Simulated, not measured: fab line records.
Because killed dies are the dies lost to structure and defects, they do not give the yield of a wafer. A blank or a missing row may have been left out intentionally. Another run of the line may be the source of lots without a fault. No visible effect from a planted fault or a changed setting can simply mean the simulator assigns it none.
Comparing a struck lot with a sound one -- flow sky130 -- 15 steps out of a route of 708
Sound: the wafers L309.1, L309.5, L309.6. Wafers L326.1, L326.3, L326.5 were the ones struck. The cause is named last.
For every step that has rows: the tool of each side, followed by ch and its chambers, followed by its first start. Under that, the readings that differ: sound wafers -- struck wafers -- difference of the means -- sigmas: that difference in standard deviations of wafers without a fault.
alike: readings with means less than 2 such deviations apart, plus words and numbers identical on both sides. not compared: withheld readings, readings lacking a value on some wafer, bounds such as >300 that could conceal the same value, and numbers that have no deviation in the record and whose values overlap.
The two part at a step that has a row with sigmas, a row that says differs or no value, or rows on one side only. Non-overlapping numbers with no deviation appear without sigmas and do not part them. Lack of a reading on every wafer of one side parts them only where that side has two or more wafers.

SKY_METAL3_ETCH_16: etches BARC in N2/H2, stops on SiO2, time 88.2 s, target depth 60 nm.
  sound on rieMetal-03 ch 0,1, day 39 17:13; struck on rieMetal-01 ch 0,1, day 44 22:19
  alike: drypumpMotorCurrentA, oesProductAu, throttleValvePct
  not compared: rfHoursCounterH
SKY_METAL3_ETCH_17: etches SiO2 in C4F8/O2/Ar, stops on TiN, time 3.9 s, target depth 15 nm.
  sound on rieDiel-04 ch 0,3, day 39 17:19; struck on rieDiel-01 ch 0,2,3, day 44 22:25
  alike: oesProductAu
  not compared: rfHoursCounterH
SKY_METAL3_METAL_ETCH_18: etches the open film in Cl2/BCl3, stops on SiO2, target depth 845 nm, time 183.1 s.
  sound on rieMetal-02 ch 0,1, day 39 17:19; struck on rieMetal-02 ch 0,1, day 44 22:25
  alike: drypumpMotorCurrentA, mfcCl2Sccm, oesProductAu, throttleValvePct
  not compared: rfHoursCounterH
SKY_METAL3_STRIP_19: strips in O2/N2.
  sound on plasmaAsher-04 ch 0,1, day 39 17:30; struck on plasmaAsher-03 ch 0,1, day 44 22:36
  alike: drypumpMotorCurrentA, oesProductAu, stripTimeToEndpointS
  not compared: rfHoursCounterH
then, 4 steps without rows for these wafers: SKY_METAL3_STRIP_20 (strips in post etch residue remover, time 1200 s); SKY_METAL3_CLEAN_21 (cleans in IPA, time 180 s); SKY_METAL3_CLEAN_22 (cleans in O3/DIW); SKY_VIA3_HDPCVD_00 (deposits SiO2, target thk 1635 nm, time 265.7 s).
SKY_VIA3_THK_MEAS_01:
  struck on filmMetro-01, day 44 23:28; sound on filmMetro-03, day 39 18:16
  alike: VIA3_HDPCVD_THK
SKY_VIA3_CMP_02: polishes SiO2.
  sound on cmp-01 ch 2,3, day 39 18:22; struck on cmp-01 ch 1,2, day 44 23:31
  alike: motorCurrentA, retainingRingPressureFrac
SKY_VIA3_BOW_MEAS_03:
  struck on filmMetro-01, day 44 23:49; sound on filmMetro-04, day 39 18:37
  alike: VIA3_BOW
then, 1 step without rows for these wafers: SKY_VIA3_DEHYDRATE_04 (time 60 s).
SKY_VIA3_HMDS_05: prime time 60 s.
  sound on lithoTrack-02 ch 0, day 40 05:40; struck on lithoTrack-01 ch 0, day 45 10:32
reading,sound,struck,difference,sigmas
primeTempC (C),119.89 119.80 119.97,113.70 114.01 113.82,-6.04,-43
then, 1 step without rows for these wafers: SKY_VIA3_COAT_06 (resist thk 60 nm).
-- the record jumps here: 5 days lie between the struck wafers' starts before and after (it left off in module VIA3 and takes up again in module PAD_OPEN, whose first step shown is number 708 of the route) --
SKY_PAD_OPEN_PROBE_99:
  struck on prober-01, day 50 21:41; sound on prober-01, day 46 20:43
  alike: defectLimitedYield, killed_at_M0_to_M3, killed_at_M4_up, killedAtContacts, killedAtFrontEnd, killedAtOther, killedDies, killedOpen, killedShort, sort_bin_3_pad_short, sort_bin_5_function, sort_bin_6_memory, sortNPass, sortYieldPct

WHERE THEY PART
Only at SKY_VIA3_HMDS_05, within this record. Later steps at which nothing parts them and some readings are alike: SKY_PAD_OPEN_PROBE_99.

WHY: the cause the simulator had injected
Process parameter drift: lithoTrack-01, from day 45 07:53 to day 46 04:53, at SKY_VIA3_HMDS_05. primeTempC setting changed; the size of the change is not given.
